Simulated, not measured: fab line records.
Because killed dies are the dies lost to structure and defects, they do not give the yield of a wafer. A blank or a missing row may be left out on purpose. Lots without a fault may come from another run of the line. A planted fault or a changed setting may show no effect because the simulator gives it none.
What tool caused it? | flow gf180mcu | Sampling: 12 lots, 36 wafers, 4 of 602 route steps

WHAT THE GAUGES READ, wafer by wafer
GF_CONTACT_RS_MEAS_25: uses a four-point probe to measure.
lot  | measured     | on           | CONTACT_W_RS (ohm/sq)
L609 | day 16 12:28 | filmMetro-02 | 0.395 0.393 0.394
L613 | day 17 23:16 | filmMetro-03 | 0.385 0.387 0.381
L615 | day 18 22:00 | filmMetro-02 | 0.384 0.389 0.385
L616 | day 19 09:22 | filmMetro-02 | 0.377 0.380 0.380
L617 | day 19 15:55 | filmMetro-02 | 0.385 0.388 0.383
L618 | day 19 21:30 | filmMetro-02 | 0.265 0.393 0.269
L619 | day 20 08:16 | filmMetro-01 | 0.384 0.266 0.261
L627 | day 22 22:46 | filmMetro-01 | 0.388 0.384 0.387
L628 | day 23 09:38 | filmMetro-01 | 0.391 0.387 0.385
L629 | day 23 15:31 | filmMetro-03 | 0.378 0.377 0.381
L630 | day 24 00:15 | filmMetro-02 | 0.385 0.380 0.386
L631 | day 24 05:43 | filmMetro-03 | 0.384 0.381 0.386

GF_CONTACT_THK_MEAS_26: measures by xrf.
lot  | measured     | on           | CONTACT_W_THK (nm)
L609 | day 16 12:35 | filmMetro-02 | 296 295 295
L613 | day 17 23:23 | filmMetro-03 | 306 303 309
L615 | day 18 22:07 | filmMetro-02 | 303 298 302
L616 | day 19 09:29 | filmMetro-02 | 306 303 304
L617 | day 19 16:01 | filmMetro-02 | 301 300 300
L618 | day 19 21:35 | filmMetro-02 | 433 293 428
L619 | day 20 08:23 | filmMetro-01 | 302 437 447
L627 | day 22 22:53 | filmMetro-01 | 300 299 299
L628 | day 23 09:45 | filmMetro-01 | 298 301 306
L629 | day 23 15:38 | filmMetro-03 | 302 304 300
L630 | day 24 00:22 | filmMetro-02 | 298 304 297
L631 | day 24 05:50 | filmMetro-03 | 302 304 303

TOOL THAT RAN EACH LOT (tool first, then ch and the chambers of the sampled wafers, then the start)
lot  | GF_CONTACT_CVD_02               | GF_CONTACT_CVD_24
L609 | pecvd-01 ch 0,1, day 15 13:33   | cvdW-02 ch 0,1, day 16 12:22
L613 | pecvd-03 ch 0,1, day 16 23:02   | cvdW-02 ch 0,1, day 17 23:10
L615 | pecvd-03 ch 0,2, day 17 21:36   | cvdW-02 ch 0,1, day 18 21:53
L616 | pecvd-01 ch 0,1, day 18 07:48   | cvdW-01 ch 0,1, day 19 09:16
L617 | pecvd-04 ch 1,2, day 18 14:23   | cvdW-01 ch 0,1, day 19 15:47
L618 | pecvd-01 ch 0,1,2, day 18 19:28 | cvdW-01 ch 0,1, day 19 21:22
L619 | pecvd-04 ch 1,2, day 19 06:41   | cvdW-01 ch 0,1, day 20 08:10
L627 | pecvd-01 ch 0,1,2, day 21 21:53 | cvdW-02 ch 0,1, day 22 22:40
L628 | pecvd-04 ch 0,1,2, day 22 08:52 | cvdW-02 ch 0,1, day 23 09:32
L629 | pecvd-01 ch 1, day 22 15:05     | cvdW-01 ch 1, day 23 15:25
L630 | pecvd-01 ch 0,1,2, day 23 00:08 | cvdW-02 ch 0,1, day 24 00:08
L631 | pecvd-04 ch 0,1,2, day 23 05:11 | cvdW-01 ch 0,1, day 24 05:37
- GF_CONTACT_CVD_02: deposits SiO2 from TEOS, target thk 860 nm, time 95.992 s.
- GF_CONTACT_CVD_24: deposits W, target thk 300 nm, time 90.339 s.

WHAT THE TOOLS THEMSELVES READ (means of the sampled wafers that have a number; where no wafer has one, the mark that the record gives instead)
GF_CONTACT_CVD_02.
lot  | tool     | heaterPowerW (W)
L609 | pecvd-01 | 789
L613 | pecvd-03 | 588
L615 | pecvd-03 | 593
L616 | pecvd-01 | 748
L617 | pecvd-04 | 726
L618 | pecvd-01 | 746
L619 | pecvd-04 | 682
L627 | pecvd-01 | 745
L628 | pecvd-04 | 695
L629 | pecvd-01 | 809
L630 | pecvd-01 | 756
L631 | pecvd-04 | 707

GF_CONTACT_CVD_24.
lot  | tool    | heaterPowerW (W)
L609 | cvdW-02 | 890
L613 | cvdW-02 | 929
L615 | cvdW-02 | 923
L616 | cvdW-01 | 809
L617 | cvdW-01 | 884
L618 | cvdW-01 | 830
L619 | cvdW-01 | 864
L627 | cvdW-02 | 830
L628 | cvdW-02 | 947
L629 | cvdW-01 | 773
L630 | cvdW-02 | 937
L631 | cvdW-01 | 836

THE ANSWER, worked out from the rows above alone
Rule: usual is defined by the lots themselves. Put in order of their means at a reading, lots are off if they are a third of the lots or fewer, leave a main group of 4 or more, and stand apart from it by a gap of 3 or more times the standard deviation of the main group's means; of several such gaps the widest counts. If all means in a main group match to the digits the tables above print for the reading, that group is not used. Also off: a lot with no number at a reading for which 4 or more lots have one. Where the step has rows for the other lots, those lots are counted as sound. The gauges are gone through in route order, then the tools' own readings, and for those a lot's mean is taken as printed above. The first step at which some lot is off is used, and at that step the reading that is off furthest; a lot without a number counts as furthest.
Off: L618, L619, at GF_CONTACT_RS_MEAS_25 (CONTACT_W_RS). Main group: mean 0.385 ohm/sq, sd 0.0041.
If a tool, at a process step before that reading, ran all the lots that are off and no sound lot after the first of them, it fits. Gauges at GF_CONTACT_RS_MEAS_25: tried the same way as those tools. Not one of the candidates tried fits.

WHAT WAS PUT IN BY THE SIMULATOR
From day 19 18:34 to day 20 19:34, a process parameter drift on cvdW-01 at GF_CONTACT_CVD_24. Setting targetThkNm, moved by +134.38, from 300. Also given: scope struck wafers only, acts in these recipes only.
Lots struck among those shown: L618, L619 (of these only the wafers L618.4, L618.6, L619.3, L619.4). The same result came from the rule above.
